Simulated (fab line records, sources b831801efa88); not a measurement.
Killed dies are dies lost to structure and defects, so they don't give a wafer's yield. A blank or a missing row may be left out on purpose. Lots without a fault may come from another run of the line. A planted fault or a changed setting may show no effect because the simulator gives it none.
Which tool did it? | flow sky130 | 6 lots, 18 wafers sampled, at 2 steps of a route of 708

WHAT THE GAUGES READ, wafer by wafer
SKY_VIA4_THK_MEAS_20: measures by xrf.
lot  | measured     | on            | VIA4_W_THK (nm)
L236 | day 43 02:16 | film_metro-03 | 493 494 504
L239 | day 43 22:29 | film_metro-03 | 505 494 502
L241 | day 44 17:50 | film_metro-04 | 508 514 514
L244 | day 45 06:14 | film_metro-01 | 479 487 497
L246 | day 46 00:04 | film_metro-03 | 513 511 510
L253 | day 47 14:17 | film_metro-04 | 507 502 499

WHICH TOOL RAN EACH LOT (tool, then ch and the chambers of the sampled wafers, then the start)
lot  | SKY_VIA1_CVD_21
L236 | cvd_w-02 ch 0,1, day 34 07:28
L239 | cvd_w-02 ch 0,1, day 35 07:04
L241 | cvd_w-01 ch 0, day 36 04:32
L244 | cvd_w-02 ch 0,1, day 36 20:52
L246 | cvd_w-01 ch 0,1, day 37 16:24
L253 | cvd_w-01 ch 0,1, day 39 18:22
- SKY_VIA1_CVD_21: deposits W, target thk 270 nm, time 80.902 s.

THE ANSWER, worked out from the rows above alone
Rule: what is usual is taken from the lots themselves. Put in order of their means at a reading, lots are off if they are a third of the lots or fewer, leave a main group of 4 or more, and stand apart from it by a gap of 3 or more times the standard deviation of the main group's means; of several such gaps the widest counts. A main group whose means are all the same, to the digits that the tables above print for the reading, isn't used. A lot without any number at a reading at which 4 lots or more have one is off too. The other lots that the step has rows for count as sound.
No lot is off at any reading shown: from this, nothing can be told.

WHAT THE SIMULATOR HAD PUT IN
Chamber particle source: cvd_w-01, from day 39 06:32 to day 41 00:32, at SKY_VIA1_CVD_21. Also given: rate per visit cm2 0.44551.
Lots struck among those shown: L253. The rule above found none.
